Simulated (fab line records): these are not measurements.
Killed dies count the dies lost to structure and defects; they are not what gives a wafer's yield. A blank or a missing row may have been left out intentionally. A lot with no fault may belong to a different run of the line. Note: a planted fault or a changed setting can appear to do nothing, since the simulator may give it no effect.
A lot that was struck, set against a sound lot / flow sky130 / 44 steps out of a route of 708
Sound: the wafers L323.2, L323.3, L323.5. Wafers struck: L346.1, L346.4, L346.5. The cause is named last.
At each step with rows: each side's tool, then ch and its chambers, then its first start. Under that, the readings that differ: sound wafers / struck wafers / difference of the means / sigmas: that difference in standard deviations of wafers without a fault.
alike: readings with means less than 2 such deviations apart, plus words and numbers identical on both sides. not compared: withheld readings, readings lacking a value on some wafer, bounds such as >300 that could conceal the same value, and numbers that have no deviation in the record and whose values overlap.
The two part at a step that has a row with sigmas, a row that says differs or no value, or rows on one side only. Non-overlapping numbers with no deviation appear without sigmas and do not part them. Lack of a reading on every wafer of one side parts them only where that side has two or more wafers.

first, 1 step without rows for these wafers: SKY_SONOS_TUNNEL_DEVELOP_06 (develop time 60 s).
SKY_SONOS_TUNNEL_CD_MEAS_07: target cd 410 nm.
  sound: cd sem-01 at day 10 22:14; struck: cd sem-01 at day 19 04:31
  alike: cd nm
SKY_SONOS_TUNNEL_OVL_MEAS_08:
  sound: overlay-02 at day 10 22:20; struck: overlay-01 at day 19 04:38
  alike: SONOS_TUNNEL_OVL
then, 3 steps without rows for these wafers: SKY_SONOS_TUNNEL_IMPLANT_09; SKY_SONOS_TUNNEL_WET_ETCH_10 (etches SiO2 in dHF, target depth 14 nm, time 280 s); SKY_SONOS_TUNNEL_STRIP_11 (strips in SPM, time 600 s).
SKY_SONOS_TUNNEL_TW_MEAS_12:
  sound: film metro-02 at day 10 22:59; struck: film metro-03 at day 19 05:07
reading=SONOS_TUNNEL_TW; sound=199.2 199.2 197.6; struck=195.5 195.1 197.0; difference=-2.8; sigmas=-2
then, 2 steps without rows for these wafers: SKY_SONOS_TUNNEL_CLEAN_13 (cleans in dHF, time 20 s); SKY_SONOS_ONO_OXIDATION_00 (stabilise 600 s, purge 300 s, target thk 2.6 nm).
SKY_SONOS_ONO_THK_MEAS_01:
  sound: film metro-04 at day 11 00:25; struck: film metro-04 at day 19 07:25
  alike: SONOS_ONO_OXIDATION_THK
then, 1 step without rows for these wafers: SKY_SONOS_ONO_CVD_02 (deposits Si3N4 from DCS/NH3, target thk 10.5 nm, time 180 s).
SKY_SONOS_ONO_THK_MEAS_03:
  sound: film metro-04 at day 11 01:31; struck: film metro-01 at day 19 10:41
  alike: SONOS_ONO_CVD_02_THK
SKY_SONOS_ONO_CVD_04: deposits SiO2 from SiH4/N2O, target thk 5.7199 nm.
  sound on lpcvd-03 ch 1, day 11 01:34; struck on lpcvd-03 ch 0, day 19 10:45
reading=pressure mtorr (mTorr); sound=399.6 399.7 399.2; struck=480.3 481.5 481.1; difference=+81.5; sigmas=+99 or more
reading=model.SiO2_of_SONOS_ONO_CVD_04.thk nm (nm); sound=5.76 5.662 5.687; struck=6.358 6.358 6.423; difference=+0.677; sigmas=
SKY_SONOS_ONO_THK_MEAS_05:
  sound: film metro-03 at day 11 02:50; struck: film metro-03 at day 19 12:38
reading=SONOS_ONO_CVD_04_THK (nm); sound=5.76 5.73 5.68; struck=6.38 6.34 6.45; difference=+0.67; sigmas=+6
then, 7 steps without rows for these wafers: SKY_SONOS_ONO_DEHYDRATE_06 (time 60 s); SKY_SONOS_ONO_HMDS_07 (prime time 60 s); SKY_SONOS_ONO_COAT_08 (resist thk 1140 nm); SKY_SONOS_ONO_SOFTBAKE_09 (time 60 s); SKY_SONOS_ONO_EXPOSE_10 (exposes mask ONOM, target cd 410 nm); SKY_SONOS_ONO_PEB_11; SKY_SONOS_ONO_DEVELOP_12 (develop time 60 s).
SKY_SONOS_ONO_CD_MEAS_13: target cd 410 nm.
  sound: cd sem-02 at day 12 02:58; struck: cd sem-02 at day 20 19:08
  alike: cd nm
SKY_SONOS_ONO_OVL_MEAS_14:
  sound: overlay-02 at day 12 03:04; struck: overlay-01 at day 20 19:15
  alike: SONOS_ONO_OVL
SKY_SONOS_ONO_ETCH_15: etches the open film in CHF3/O2, target depth 19.52 nm, time 7.8 s.
  sound on rie diel-03 ch 0,1,3, day 12 03:05; struck on rie diel-03 ch 0,1, day 20 19:17
  alike: drypump motor current A, oes product au, throttle valve pct
  not compared: rf hours counter h
then, 1 step without rows for these wafers: SKY_SONOS_ONO_WET_ETCH_16 (etches SiO2 in dHF, target depth 14 nm, time 280 s).
SKY_SONOS_ONO_STRIP_17: strips in O2/N2.
  sound on plasma asher-01 ch 0, day 12 03:13; struck on plasma asher-01 ch 0, day 20 19:25
reading=strip time to endpoint s (s); sound=14.05 14.08 14.02; struck=14.13 14.10 14.15; difference=+0.08; sigmas=+2
  alike: drypump motor current A, oes product au
  not compared: rf hours counter h
then, 3 steps without rows for these wafers: SKY_SONOS_ONO_WET_ETCH_18 (etches Si3N4 in H3PO4, target depth 15 nm, time 172 s); SKY_GATE_OXIDE_CLEAN_00 (cleans in SC1/SC2, time 150 s); SKY_GATE_OXIDE_OXIDATION_01 (stabilise 600 s, purge 300 s, target thk 10.268 nm).
SKY_GATE_OXIDE_THK_MEAS_02:
  sound: film metro-01 at day 12 05:43; struck: film metro-01 at day 20 21:02
  alike: GATE_OXIDE_OXIDATION_00_THK
then, 7 steps without rows for these wafers: SKY_GATE_OXIDE_DEHYDRATE_03 (time 60 s); SKY_GATE_OXIDE_HMDS_04 (prime time 60 s); SKY_GATE_OXIDE_COAT_05 (resist thk 1140 nm); SKY_GATE_OXIDE_SOFTBAKE_06 (time 60 s); SKY_GATE_OXIDE_EXPOSE_07 (exposes mask LVOM, target cd 600 nm); SKY_GATE_OXIDE_PEB_08; SKY_GATE_OXIDE_DEVELOP_09 (develop time 60 s).
SKY_GATE_OXIDE_OVL_MEAS_10:
  sound: overlay-02 at day 13 05:53; struck: overlay-01 at day 22 03:02
  alike: GATE_OXIDE_OVL
then, 2 steps without rows for these wafers: SKY_GATE_OXIDE_IMPLANT_11; SKY_GATE_OXIDE_WET_ETCH_12 (etches SiO2 in dHF, target depth 16.8 nm, time 336 s).
SKY_GATE_OXIDE_STRIP_13: strips in O2/N2.
  sound on plasma asher-04 ch 0,1, day 13 06:11; struck on plasma asher-02 ch 1, day 22 03:19
  alike: drypump motor current A, oes product au, strip time to endpoint s
  not compared: rf hours counter h
SKY_GATE_OXIDE_TW_MEAS_14:
  sound: film metro-02 at day 13 06:17; struck: film metro-04 at day 22 03:25
  alike: GATE_OXIDE_TW
SKY_GATE_OXIDE_CLEAN_15: cleans in SC1/SC2, time 150 s.
  sound on wet bench-04 ch 1, day 13 06:20; struck on wet bench-04 ch 3, day 22 03:29
reading=model.SiO2_of_SONOS_ONO_CVD_04.thk nm (nm); sound=4.251 4.151 4.179; struck=4.853 4.854 4.919; difference=+0.682; sigmas=
-- record jumps: 29 days separate the struck wafers' starts on either side; left off in module GATE_OXIDE, taken up again in module PAD_OPEN, whose first shown step is the route's number 708 --
SKY_PAD_OPEN_PROBE_99:
  sound: prober-02 at day 45 02:26; struck: prober-02 at day 50 21:13
reading=model.etest.sonos erased.drive ua um; sound=201.5 203.6 232.2; struck=145.5 159.6 151.3; difference=-60.3; sigmas=
reading=model.etest.sonos uncharged.r on ohm um; sound=813.4 788.7 798.4; struck=838.8 848.5 843.4; difference=+43.4; sigmas=
reading=model.etest.cap ono.gate log10 a cm2; sound=-7.974 -7.744 -7.721; struck=-8.745 -8.779 -8.761; difference=-0.949; sigmas=
reading=model.etest.cap ono.gate bv v (V); sound=16.38 16.38 16.07; struck=17.18 17.69 17.09; difference=+1.04; sigmas=
reading=model.etest.cap ono.tox acc nm (nm); sound=12.88 12.79 12.76; struck=13.53 13.58 13.62; difference=+0.77; sigmas=
reading=model.etest.sonos programmed.vt v (V); sound=1.497 1.57 1.508; struck=1.128 1.069 1.107; difference=-0.424; sigmas=
reading=model.etest.sonos erased.vt v (V); sound=-2.308 -2.356 -2.383; struck=-1.968 -1.954 -1.963; difference=+0.387; sigmas=
reading=model.etest.sonos baked.vt v (V); sound=0.9505 1.029 1.003; struck=0.7354 0.7147 0.6544; difference=-0.2927; sigmas=
  alike: killed_at_M0_to_M3, killed_at_M4_up, killed at contacts, killed at front end, killed at other, killed dies, killed open, killed short

WHERE THEY PART
At SKY_SONOS_TUNNEL_TW_MEAS_12 first; at SKY_SONOS_ONO_STRIP_17 last (within this record only). Later steps at which nothing parts them and some readings are alike: SKY_GATE_OXIDE_THK_MEAS_02, SKY_GATE_OXIDE_OVL_MEAS_10, SKY_GATE_OXIDE_STRIP_13, SKY_GATE_OXIDE_TW_MEAS_14, SKY_PAD_OPEN_PROBE_99.

WHY: the cause the simulator had injected
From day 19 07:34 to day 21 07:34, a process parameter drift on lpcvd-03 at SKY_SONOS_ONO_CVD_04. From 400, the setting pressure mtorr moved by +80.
